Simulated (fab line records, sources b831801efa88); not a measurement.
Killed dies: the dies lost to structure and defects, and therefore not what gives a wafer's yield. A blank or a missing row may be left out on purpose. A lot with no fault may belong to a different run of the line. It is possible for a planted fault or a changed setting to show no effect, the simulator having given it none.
Matching of chambers / flow gf180mcu / pecvd-03 running GF_V2_CVD_02: 3 sister chambers
The step deposits SiO2 from TEOS, target thk 850 nm, time 94.851 s. 3 wafers are shown with their chamber, then 8 later ones without.

WAFERS PAIRED WITH THEIR CHAMBERS
wafer=L091.2; chamber=2; heater-power-w (W)=775
wafer=L091.3; chamber=0; heater-power-w (W)=611
wafer=L091.4; chamber=1; heater-power-w (W)=785

WAFERS WHOSE CHAMBER IS MISSING
wafer=L091.5; heater-power-w (W)=499
wafer=L091.6; heater-power-w (W)=818
wafer=L092.1; heater-power-w (W)=701
wafer=L092.2; heater-power-w (W)=633
wafer=L092.3; heater-power-w (W)=796
wafer=L092.4; heater-power-w (W)=761
wafer=L092.5; heater-power-w (W)=845
wafer=L092.6; heater-power-w (W)=507

EACH ONE'S CHAMBER
wafer=L091.5; from the rows above=0; in truth=0
wafer=L091.6; from the rows above=can't be placed: 1 or 2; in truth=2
wafer=L092.1; from the rows above=can't be placed: 2 or 1 or 0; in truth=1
wafer=L092.2; from the rows above=can't be placed: 0 or 2 or 1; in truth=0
wafer=L092.3; from the rows above=can't be placed: 1 or 2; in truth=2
wafer=L092.4; from the rows above=can't be placed: 2 or 1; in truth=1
wafer=L092.5; from the rows above=can't be placed: 1 or 2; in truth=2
wafer=L092.6; from the rows above=0; in truth=0
Placed correctly: 2 of 8. Cannot be placed on the basis of these rows: 6; the candidates contain the true chamber in 6. Placed wrongly: 0.
How it was worked out, from the rows above alone: a wafer's distance from a chamber is the root of the sum, over the readings, of the square of ((its reading less the chamber's mean) divided by the reading's scatter). The wafer belongs to the nearest chamber; if the next one is less than 2 further off, it can't be placed. The mean given for a chamber averages the wafers shown for that chamber. The scatter: with one shown wafer a chamber, the root of the mean of the squares of how far each hidden wafer lies from its nearest shown one.
